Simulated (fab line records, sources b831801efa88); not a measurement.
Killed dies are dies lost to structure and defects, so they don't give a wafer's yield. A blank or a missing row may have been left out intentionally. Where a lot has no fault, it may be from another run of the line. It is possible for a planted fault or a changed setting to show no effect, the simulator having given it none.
fab line records -- flow gf180mcu
record: lots: 6, wafers: 18, lastDay: 34
route steps=602 shown DNWELL@40 NWELL@42 LVPWELL@54 MVSD@66
lots that met no fault: taken from a fault-free run of the same line
startH: the number of hours between the record's first day and the start of the first shown wafer of the lot -- waitH: time in hours since the lot's previous step -- " the same as in the row above -- L1.1+2: a single row standing in for several wafers -- - no value present, or no start provided -- * or withheld: withheld -- < > ~ a bound
route shown NAME@n: names a module that has steps shown in the file, with the first one's number in the route -- usual: the fault-free wafers' mean and standard deviation -- same: alike in all rows -- chamber/n: place in a boat -- sites: the reading at each site -- _std_site: standard deviation across them -- _edge_site: mean of outer sites minus mean of inner sites -- radiusMm: for every site, how far away it sits from the centre of the wafer -- mask NAME#n: copy n -- behind: the last tool/chamber to shape the wafer -- hold: the reason the lot was held/the length of the hold in hours/how it ended -- device: which transistor (n, p or np) failed to switch -- end of line: the tests these same wafers got at the end of their route -- where a step has no rows: the recipe by itself -- killed: at the first sort, the dies lost to defects and structure; wafer yield is something else -- map: per-die view of a wafer (x killed, . not killed, _ where there is no die)
set.NAME: setting as actually run; set.NAME@STEP: the setting as run at that earlier step -- model.NAME: the simulator's own value behind a step, which no gauge read
a table for each step, a row for each wafer; lots at some steps of the route
services: the hour from which a tool's chamber was out of use, counted from the record's first day as startH (under 0 if before that day), plus the number of hours and why
== steps ==
step: GF_DNWELL_STRIP_08
recipe: chemistry: O2/N2, powerW: 1400, pressureMtorr: 1500, platenTempC: 252, o2FlowSccm: 3000, n2FlowSccm: 300, overashFraction: 0.5
usual: chamberPressureMTorr: 1500.2/1.4, drypumpMotorCurrentA: 5.7/0.4, heaterPowerW: 332/23, oesProductAu: 0.741/0.0046, platenTempC: 251.99/0.19, stripTimeToEndpointS: 35.61/0.085
lot.wafer,tool,chamber,startH,waitH,chamberPressureMTorr,drypumpMotorCurrentA,heaterPowerW,oesProductAu,platenTempC,rfHoursCounterH,stripTimeToEndpointS
L831.2,plasmaAsher-03,1,53.13,0.1,1499.0,6.4,341,0.738,251.82,46,35.76
L831.5,plasmaAsher-03,1,53.13,0.1,1501.4,6.4,350,0.745,251.78,-,35.69
L831.6,plasmaAsher-03,0,53.13,0.1,1501.3,5.5,290,0.745,251.86,-,35.81
L832.2,plasmaAsher-03,1,57.71,0.1,1500.7,6.4,354,0.742,251.65,46,35.73
L832.5,plasmaAsher-03,1,57.71,0.1,1500.9,6.4,350,0.746,252.00,-,35.67
L832.6,plasmaAsher-03,0,57.71,0.1,1499.4,5.5,283,0.743,252.01,-,35.70
L835.1,plasmaAsher-04,1,73.86,0.1,1498.9,6.1,341,0.746,251.79,36,35.55
L835.3,plasmaAsher-04,1,73.86,0.1,1497.4,6.1,343,0.748,251.91,-,35.53
L835.5,plasmaAsher-04,0,73.86,0.1,1499.7,5.3,320,0.742,252.16,-,35.60
L848.1,plasmaAsher-04,0,144.01,0.1,1499.4,5.3,321,0.743,252.09,43,35.63
L848.2,plasmaAsher-04,1,144.01,0.1,1500.1,6.1,345,0.746,252.29,43,35.62
L848.5,plasmaAsher-04,1,144.01,0.1,1499.7,6.1,333,0.741,252.22,-,35.67
L849.1,plasmaAsher-02,0,149.18,0.1,1499.9,5.3,339,0.738,251.93,3,35.67
L849.5,plasmaAsher-02,0,149.18,0.1,1501.1,5.4,344,0.735,251.96,-,35.71
L849.6,plasmaAsher-02,1,149.18,0.1,1500.1,5.7,367,0.742,251.96,-,35.66
L850.1,plasmaAsher-03,0,161.16,0.1,1501.0,5.6,282,0.741,252.06,58,35.56
L850.3,plasmaAsher-03,0,161.16,0.1,1500.7,5.6,297,0.740,252.19,-,35.59
L850.5,plasmaAsher-03,1,161.16,0.1,1504.2,6.4,345,0.746,252.02,-,35.60
step: GF_DNWELL_TW_MEAS_09
usual: DNWELL_TW: 1357/10
lot.wafer,tool,chamber,startH,waitH,DNWELL_TW
L831.2,filmMetro-01,-,53.24,0.1,1359
L831.5,filmMetro-01,-,53.24,0.1,1368
L831.6,filmMetro-01,-,53.24,0.1,1361
L832.2,filmMetro-04,-,57.82,0.1,1376
L832.5,filmMetro-04,-,57.82,0.1,1375
L832.6,filmMetro-04,-,57.82,0.1,1368
L835.1,filmMetro-01,-,73.96,0.1,1361
L835.3,filmMetro-01,-,73.96,0.1,1357
L835.5,filmMetro-01,-,73.96,0.1,1364
L848.1,filmMetro-02,-,144.11,0.1,1365
L848.2,filmMetro-02,-,144.11,0.1,1360
L848.5,filmMetro-02,-,144.11,0.1,1351
L849.1,filmMetro-04,-,149.28,0.1,1353
L849.5,filmMetro-04,-,149.28,0.1,1344
L849.6,filmMetro-04,-,149.28,0.1,1346
L850.1,filmMetro-02,-,161.26,0.1,1361
L850.3,filmMetro-02,-,161.26,0.1,1354
L850.5,filmMetro-02,-,161.26,0.1,1357
step: GF_NWELL_DEHYDRATE_00
recipe: tempC: 200, timeS: 60
step: GF_NWELL_HMDS_01
recipe: primeTimeS: 60, primeTempC: 120
step: GF_NWELL_COAT_02
recipe: spinRpm: 2000, resistThkNm: 3000
step: GF_NWELL_SOFTBAKE_03
recipe: tempC: 110, timeS: withheld
step: GF_NWELL_EXPOSE_04
recipe: maskId: Nwell, targetCdNm: 860, na: 0.6, sourceShape: conventional, sigmaOuter: 0.6, doseMj: 260
step: GF_NWELL_PEB_05
recipe: tempC: 115, timeS: withheld
step: GF_NWELL_DEVELOP_06
recipe: wallAngleDeg: 90, developTimeS: 60, devTempC: 23
step: GF_NWELL_OVL_MEAS_07
usual: NWELL_OVL: 0.2/1.7
lot.wafer,tool,chamber,startH,waitH,NWELL_OVL[nm]
L831.2,overlay-01,-,65.92,-,0.1
L831.5,overlay-01,-,65.92,-,-0.5
L831.6,overlay-01,-,65.92,-,1.7
L832.2,overlay-02,-,71.12,-,0.3
L832.5,overlay-02,-,71.12,-,0.9
L832.6,overlay-02,-,71.12,-,1.2
L835.1,overlay-01,-,88.01,-,-0.7
L835.3,overlay-01,-,88.01,-,-0.9
L835.5,overlay-01,-,88.01,-,-0.9
L848.1,overlay-01,-,157.90,-,-0.6
L848.2,overlay-01,-,157.90,-,-1.4
L848.5,overlay-01,-,157.90,-,-1.9
L849.1,overlay-01,-,164.66,-,-2.0
L849.5,overlay-01,-,164.66,-,-0.7
L849.6,overlay-01,-,164.66,-,-2.5
L850.1,overlay-02,-,177.60,-,0.5
L850.3,overlay-02,-,177.60,-,-0.4
L850.5,overlay-02,-,177.60,-,1.0
step: GF_NWELL_IMPLANT_08
recipe: species: P, energyKev: 450, doseCm2: 1.5e+13, tiltDeg: 0
step: GF_NWELL_IMPLANT_09
recipe: species: P, energyKev: 160, doseCm2: 4e+12, tiltDeg: 0
step: GF_NWELL_STRIP_10
recipe: chemistry: O2/N2, powerW: 1400, pressureMtorr: 1500, platenTempC: 250, o2FlowSccm: 3000, n2FlowSccm: 300, overashFraction: 0.5
usual: chamberPressureMTorr: 1500.1/1.4, drypumpMotorCurrentA: 5.6/0.53, heaterPowerW: 338/25, oesProductAu: 0.723/0.0049, platenTempC: 250.02/0.17, stripTimeToEndpointS: 36.98/0.11
lot.wafer,tool,chamber,startH,waitH,chamberPressureMTorr,drypumpMotorCurrentA,heaterPowerW,oesProductAu,platenTempC,rfHoursCounterH,stripTimeToEndpointS,model.coat_of_NWELL_COAT_02.thkNm
L831.2,plasmaAsher-03,0,66.25,0.1,1501.1,5.5,279,0.731,249.81,48,36.95,0
L831.5,plasmaAsher-03,0,66.25,0.1,1500.1,5.6,286,0.732,249.87,-,37.00,0
L831.6,plasmaAsher-03,1,66.25,0.1,1501.6,6.4,339,0.723,250.13,-,36.94,0
L832.2,plasmaAsher-01,0,71.45,0.1,1496.9,4.7,364,0.716,250.10,28,36.98,0
L832.5,plasmaAsher-01,1,71.45,0.1,1501.5,6.0,323,0.718,250.21,-,37.01,0
L832.6,plasmaAsher-01,0,71.45,0.1,1498.7,4.7,373,0.727,250.03,-,36.97,0
L835.1,plasmaAsher-02,1,88.35,0.1,1501.7,5.7,360,0.723,249.91,42,36.97,0
L835.3,plasmaAsher-02,1,88.35,0.1,1497.0,5.7,345,0.723,249.86,-,37.06,0
L835.5,plasmaAsher-02,1,88.35,0.1,1500.4,5.7,355,0.725,249.87,-,36.95,0
L848.1,plasmaAsher-01,0,158.24,0.1,-,-,-,-,-,-,-,2999
L848.2,plasmaAsher-01,1,158.24,0.1,-,-,-,-,-,-,-,3010
L848.5,plasmaAsher-01,0,158.24,0.1,-,-,-,-,-,-,-,3012
L849.1,plasmaAsher-02,1,164.99,0.1,-,-,-,-,-,-,-,3024
L849.5,plasmaAsher-02,1,164.99,0.1,-,-,-,-,-,-,-,3012
L849.6,plasmaAsher-02,0,164.99,0.1,-,-,-,-,-,-,-,3019
L850.1,plasmaAsher-03,1,177.94,0.1,1499.4,6.4,346,0.716,249.98,60,36.91,0
L850.3,plasmaAsher-03,0,177.94,0.1,1500.6,5.5,286,0.723,250.00,-,36.83,0
L850.5,plasmaAsher-03,0,177.94,0.1,1498.0,5.5,286,0.727,249.79,-,36.92,0
step: GF_NWELL_TW_MEAS_11
usual: NWELL_TW: 1584/8.3
lot.wafer,tool,chamber,startH,waitH,NWELL_TW
L831.2,filmMetro-04,-,66.36,0.1,1579
L831.5,filmMetro-04,-,66.36,0.1,1586
L831.6,filmMetro-04,-,66.36,0.1,1585
L832.2,filmMetro-04,-,71.56,0.1,1592
L832.5,filmMetro-04,-,71.56,0.1,1588
L832.6,filmMetro-04,-,71.56,0.1,1581
L835.1,filmMetro-03,-,88.45,0.1,1593
L835.3,filmMetro-03,-,88.45,0.1,1596
L835.5,filmMetro-03,-,88.45,0.1,1582
L848.1,filmMetro-01,-,158.34,0.1,1584
L848.2,filmMetro-01,-,158.34,0.1,1583
L848.5,filmMetro-01,-,158.34,0.1,1585
L849.1,filmMetro-04,-,165.09,0.1,1565
L849.5,filmMetro-04,-,165.09,0.1,1571
L849.6,filmMetro-04,-,165.09,0.1,1568
L850.1,filmMetro-03,-,178.04,0.1,1581
L850.3,filmMetro-03,-,178.04,0.1,1578
L850.5,filmMetro-03,-,178.04,0.1,1584
step: GF_LVPWELL_DEHYDRATE_00
recipe: tempC: 200, timeS: 60
step: GF_LVPWELL_HMDS_01
recipe: primeTimeS: 60, primeTempC: 120
step: GF_LVPWELL_COAT_02
recipe: spinRpm: 2000, resistThkNm: 3000
step: GF_LVPWELL_SOFTBAKE_03
recipe: tempC: 110, timeS: withheld
step: GF_LVPWELL_EXPOSE_04
recipe: maskId: LVPWELL, targetCdNm: 600, na: 0.6, sourceShape: conventional, sigmaOuter: 0.6, doseMj: 260
step: GF_LVPWELL_PEB_05
recipe: tempC: 115, timeS: withheld
step: GF_LVPWELL_DEVELOP_06
recipe: wallAngleDeg: 90, developTimeS: 60, devTempC: 23
step: GF_LVPWELL_OVL_MEAS_07
usual: LVPWELL_OVL: 0.7/1.5
lot.wafer,tool,chamber,startH,waitH,LVPWELL_OVL[nm]
L831.2,overlay-01,-,80.16,-,-1.7
L831.5,overlay-01,-,80.16,-,-1.4
L831.6,overlay-01,-,80.16,-,-1.1
L832.2,overlay-02,-,84.65,-,-0.7
L832.5,overlay-02,-,84.65,-,0.4
L832.6,overlay-02,-,84.65,-,-2.1
L835.1,overlay-01,-,101.28,-,-1.4
L835.3,overlay-01,-,101.28,-,-0.9
L835.5,overlay-01,-,101.28,-,-0.9
L848.1,overlay-02,-,174.43,-,1.1
L848.2,overlay-02,-,174.43,-,0.0
L848.5,overlay-02,-,174.43,-,-0.2
L849.1,overlay-02,-,181.39,-,0.5
L849.5,overlay-02,-,181.39,-,-0.3
L849.6,overlay-02,-,181.39,-,1.3
L850.1,overlay-01,-,194.70,-,1.3
L850.3,overlay-01,-,194.70,-,2.9
L850.5,overlay-01,-,194.70,-,0.7
step: GF_LVPWELL_IMPLANT_08
recipe: species: B, energyKev: 170, doseCm2: 1.5e+13, tiltDeg: 0
step: GF_LVPWELL_IMPLANT_09
recipe: species: B, energyKev: 60, doseCm2: 5.099e+12, tiltDeg: 0
step: GF_LVPWELL_STRIP_10
recipe: chemistry: O2/N2, powerW: 1400, pressureMtorr: 1500, platenTempC: 250, o2FlowSccm: 3000, n2FlowSccm: 300, overashFraction: 0.5
usual: chamberPressureMTorr: 1499.9/1.5, drypumpMotorCurrentA: 5.7/0.53, heaterPowerW: 326/24, oesProductAu: 0.722/0.0047, platenTempC: 249.99/0.18, stripTimeToEndpointS: 36.99/0.1
lot.wafer,tool,chamber,startH,waitH,chamberPressureMTorr,drypumpMotorCurrentA,heaterPowerW,oesProductAu,platenTempC,rfHoursCounterH,stripTimeToEndpointS
L831.2,plasmaAsher-03,0,80.49,0.1,1500.5,5.5,286,0.729,250.02,49,36.84
L831.5,plasmaAsher-03,1,80.49,0.1,1501.5,6.3,339,0.721,250.32,-,36.88
L831.6,plasmaAsher-03,0,80.49,0.1,1499.4,5.5,284,0.727,250.04,-,36.92
L832.2,plasmaAsher-03,0,84.98,0.1,1499.6,5.5,286,0.720,250.07,50,37.00
L832.5,plasmaAsher-03,1,84.98,0.1,1498.1,6.4,344,0.727,250.18,-,36.92
L832.6,plasmaAsher-03,0,84.98,0.1,1499.3,5.5,288,0.724,250.10,-,36.95
L835.1,plasmaAsher-04,1,101.62,0.1,1499.1,6.1,338,0.720,249.84,39,37.28
L835.3,plasmaAsher-04,0,101.62,0.1,1498.0,5.3,320,0.719,250.06,-,37.27
L835.5,plasmaAsher-04,1,101.62,0.1,1499.8,6.1,334,0.720,249.96,-,37.19
L848.1,plasmaAsher-04,0,174.77,0.1,1501.3,5.3,314,0.733,249.92,46,81.28
L848.2,plasmaAsher-04,1,174.77,0.1,1500.9,6.1,330,0.744,250.24,46,81.46
L848.5,plasmaAsher-04,1,174.77,0.1,1494.6,6.1,345,0.738,250.03,-,81.45
L849.1,plasmaAsher-03,0,181.73,0.1,1502.2,5.5,297,0.745,249.67,60,81.71
L849.5,plasmaAsher-03,1,181.73,0.1,1499.2,6.4,336,0.747,250.13,-,81.51
L849.6,plasmaAsher-03,0,181.73,0.1,1500.8,5.5,279,0.737,249.78,-,81.77
L850.1,plasmaAsher-01,0,195.03,0.1,1501.1,4.7,355,0.720,249.83,41,36.84
L850.3,plasmaAsher-01,1,195.03,0.1,1500.5,6.0,318,0.719,250.09,-,36.94
L850.5,plasmaAsher-01,1,195.03,0.1,1501.7,6.0,324,0.725,250.10,-,36.90
step: GF_LVPWELL_TW_MEAS_11
usual: LVPWELL_TW: 564/3.1
lot.wafer,tool,chamber,startH,waitH,LVPWELL_TW
L831.2,filmMetro-03,-,80.60,0.1,568
L831.5,filmMetro-03,-,80.60,0.1,568
L831.6,filmMetro-03,-,80.60,0.1,569
L832.2,filmMetro-03,-,85.09,0.1,570
L832.5,filmMetro-03,-,85.09,0.1,565
L832.6,filmMetro-03,-,85.09,0.1,566
L835.1,filmMetro-04,-,101.72,0.1,563
L835.3,filmMetro-04,-,101.72,0.1,562
L835.5,filmMetro-04,-,101.72,0.1,562
L848.1,filmMetro-04,-,174.87,0.1,30
L848.2,filmMetro-04,-,174.87,0.1,30
L848.5,filmMetro-04,-,174.87,0.1,30
L849.1,filmMetro-03,-,181.83,0.1,30
L849.5,filmMetro-03,-,181.83,0.1,30
L849.6,filmMetro-03,-,181.83,0.1,30
L850.1,filmMetro-03,-,195.13,0.1,566
L850.3,filmMetro-03,-,195.13,0.1,566
L850.5,filmMetro-03,-,195.13,0.1,562
step: GF_MVSD_DEHYDRATE_00
recipe: tempC: 200, timeS: 60
== services ==
tool,chamber,startH,hours,kind
plasmaAsher-02,-,50.58,14.4,repair
plasmaAsher-01,-,96.86,2.9,repair
plasmaAsher-02,-,108.75,9.0,pm
plasmaAsher-02,0,108.75,9.0,ventCycle
plasmaAsher-02,1,108.75,9.0,ventCycle
plasmaAsher-02,0,117.75,-,clean
plasmaAsher-02,1,117.75,-,clean
== key ==
firstSign: step: GF_NWELL_STRIP_10, reading: toolRecord, direction: missing
effect: step: GF_LVPWELL_STRIP_10, reading: stripTimeToEndpointS, direction: up, sigmas: 99+, usual: *, struck: *
effect: step: GF_LVPWELL_TW_MEAS_11, reading: LVPWELL_TW, direction: down, sigmas: 99+, usual: 564, struck: 30
modelEffect: step: GF_NWELL_STRIP_10, value: coat_of_NWELL_COAT_02.thkNm, without: 0, struck: 3012
metAt GF_NWELL_STRIP_10
struckWafers L848.1,L848.2,L848.5,L849.1,L849.5,L849.6
sortLeftOut L848.1,L848.2,L848.5,L849.1,L849.5,L849.6
testerLeftOut L848,L849
onsetBetween 88.35 158.24
fault: kind: skippedStepWhole, tool: plasmaAsher-01,plasmaAsher-02, chamber: -, onsetH: 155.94, steps: GF_NWELL_STRIP_10, scope: struckLotsOnly
testerLeftOut: of these lots the tester's yield and bins aren't shown, on N5 and GAA mostly nor the transistor test; their killed dies are dies lost to structure and defects alone, not to doping, threshold or leakage, so they don't give the yield
sortLeftOut: the simulated sort isn't trusted on such a fault, so these wafers' sort isn't shown, and their yield isn't known
